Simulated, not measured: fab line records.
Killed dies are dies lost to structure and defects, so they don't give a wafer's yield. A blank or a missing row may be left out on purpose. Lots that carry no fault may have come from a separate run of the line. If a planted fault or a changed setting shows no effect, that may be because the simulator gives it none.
Chamber matching + flow gf180mcu + GF_V3_ETCH_16 on rie-diel-03 has 4 sister chambers
The step etches BARC in N2/H2. 8 wafers are shown with their chamber, then 10 later ones without.

## WAFERS WITH THEIR CHAMBER
| wafer  | chamber | drypump-motor-current-A (A) | throttle-valve-pct (%) |
|--------|---------|-----------------------------|------------------------|
| L080.3 | 3       | 5.6                         | 13.232                 |
| L084.3 | 2       | 6.4                         | 13.228                 |
| L084.5 | 0       | 6.2                         | 13.219                 |
| L085.1 | 1       | 5.6                         | 13.234                 |
| L085.3 | 0       | 6.1                         | 13.215                 |
| L085.6 | 3       | 5.6                         | 13.214                 |
| L088.1 | 2       | 6.4                         | 13.215                 |
| L088.2 | 1       | 5.6                         | 13.242                 |

## WAFERS WITH NO CHAMBER GIVEN
| wafer  | drypump-motor-current-A (A) | throttle-valve-pct (%) |
|--------|-----------------------------|------------------------|
| L088.4 | 5.6                         | 13.209                 |
| L090.3 | 6.4                         | 13.232                 |
| L090.5 | 5.6                         | 13.221                 |
| L090.6 | 6.4                         | 13.212                 |
| L093.1 | 5.7                         | 13.214                 |
| L093.3 | 6.5                         | 13.236                 |
| L093.4 | 5.6                         | 13.233                 |
| L094.1 | 6.4                         | 13.215                 |
| L094.3 | 6.1                         | 13.205                 |
| L094.4 | 6.4                         | 13.218                 |

## WHICH CHAMBER EACH ONE RAN IN
| wafer  | from the rows above     | in truth |
|--------|-------------------------|----------|
| L088.4 | can't be placed: 3 or 1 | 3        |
| L090.3 | 2                       | 2        |
| L090.5 | can't be placed: 3 or 1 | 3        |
| L090.6 | 2                       | 2        |
| L093.1 | can't be placed: 3 or 1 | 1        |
| L093.3 | 2                       | 2        |
| L093.4 | can't be placed: 1 or 3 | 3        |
| L094.1 | 2                       | 2        |
| L094.3 | 0                       | 0        |
| L094.4 | 2                       | 2        |
Placed correctly: 6 of 10. Unplaceable from these rows: 4, with the true chamber sitting among the candidates in 4. Number placed wrongly: 0.
How it was worked out, from the rows above alone: a wafer's distance from a chamber is the root of the sum, over the readings, of the square of ((its reading less the chamber's mean) divided by the reading's scatter). The wafer belongs to the nearest chamber; if the next one is less than 2 further off, it can't be placed. A chamber's mean is the mean of its shown wafers. The scatter is the square root of a quotient: the sum, over the shown wafers, of each reading's squared deviation from its chamber's mean, divided by wafers minus chambers.
